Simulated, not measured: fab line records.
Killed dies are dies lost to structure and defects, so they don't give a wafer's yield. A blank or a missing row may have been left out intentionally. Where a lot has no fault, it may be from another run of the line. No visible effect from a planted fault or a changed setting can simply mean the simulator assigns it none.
Code-filled problem report in 8D (eight disciplines) form + flow sfq-line + the parts of the form that need people (team, actions taken, sign-off) are left out

## 1. PROBLEM STATEMENT
Mean of exposure-dose-mJ-cm2 at SFQ_TRILAYER_M1_LITHO_EXPOSE_040: 14.680 across 9 wafers in 3 lots; on wafers with no fault it is 14.403 (standard deviation 0.016). That is +17 standard deviations from the usual mean.
The step: exposes mask M1, target cd 500 nm.
Earliest sighting: wafer L540.1 on krf-scanner-01 at day 20 05:27. The record has a number at this step for 21 wafers belonging to 7 lots. The rule behind "out" and "out of limits": a value lying over 4 standard deviations away from the usual mean. The rest of the wafers with a number are treated as sound.

## 2. WHAT IT IS; WHAT IT IS NOT
| question                    | is                     | is not                                                                   |
|-----------------------------|------------------------|--------------------------------------------------------------------------|
| which readings at this step | exposure-dose-mJ-cm2   | -                                                                        |
| which lots                  | L540, L541, L542       | L534, L539, L550, L552                                                   |
| which wafers of those lots  | all that have a number | -                                                                        |
| read on which tools         | krf-scanner-01         | krf-scanner-02                                                           |
| when                        | from day 20 05:27      | up to then (6 sound wafers); but 6 sound wafers of L550, L552 came after |

## 3. WHAT RULES OUT EACH SUSPECT
Counting: any tool at a process step up to the reading is kept as a suspect provided that every lot that is out went through it and no sound lot did after the first of them.
- krf-scanner-01 at SFQ_TRILAYER_M1_LITHO_EXPOSE_040 (exposes mask M1, target cd 500 nm): kept. Every lot that is out went through it, starting with L540 (day 20 05:27), and after that it ran no sound lot; the last sound lot it ran before then is L539 (day 19 17:39). Its own readings are out on those wafers: exposure-dose-mJ-cm2.
Left after counting: krf-scanner-01 at SFQ_TRILAYER_M1_LITHO_EXPOSE_040.

## 4. THE CAUSE (what the simulator had put in)
Process parameter drift: krf-scanner-01, from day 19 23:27 on, at SFQ_TRILAYER_M1_LITHO_EXPOSE_040. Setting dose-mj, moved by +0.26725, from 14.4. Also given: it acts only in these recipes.
The count eliminated every tool but this one.

## 5. THE CHAIN OF EFFECTS, in route order
Each row: a reading whose mean over the struck wafers that have a number lies more than 3 standard deviations from the usual. Readings are gone through only where the record gives a usual standard deviation; hours: the median, over the lots, of the time from a lot's start at the first step in this table giving one to that lot's start at this step; sigmas: the change measured in usual standard deviations.
| hours | step                             | reading              | usual  | on struck wafers | change | sigmas |
|-------|----------------------------------|----------------------|--------|------------------|--------|--------|
| 0     | SFQ_TRILAYER_M1_LITHO_EXPOSE_040 | exposure-dose-mJ-cm2 | 14.403 | 14.680           | +0.277 | +17    |
The process steps in it:
- SFQ_TRILAYER_M1_LITHO_EXPOSE_040: exposes mask M1, target cd 500 nm.
At these later measuring or inspecting steps, every struck wafer for which the step has a row has a number for every such reading, and none has moved that far: SFQ_M1_OVL_MEAS_911.

## 6. WHAT WOULD HAVE CAUGHT IT SOONER
6 hours passed between the start of the fault at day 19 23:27 and the first reading out of limits in this record, taken at day 20 05:27.
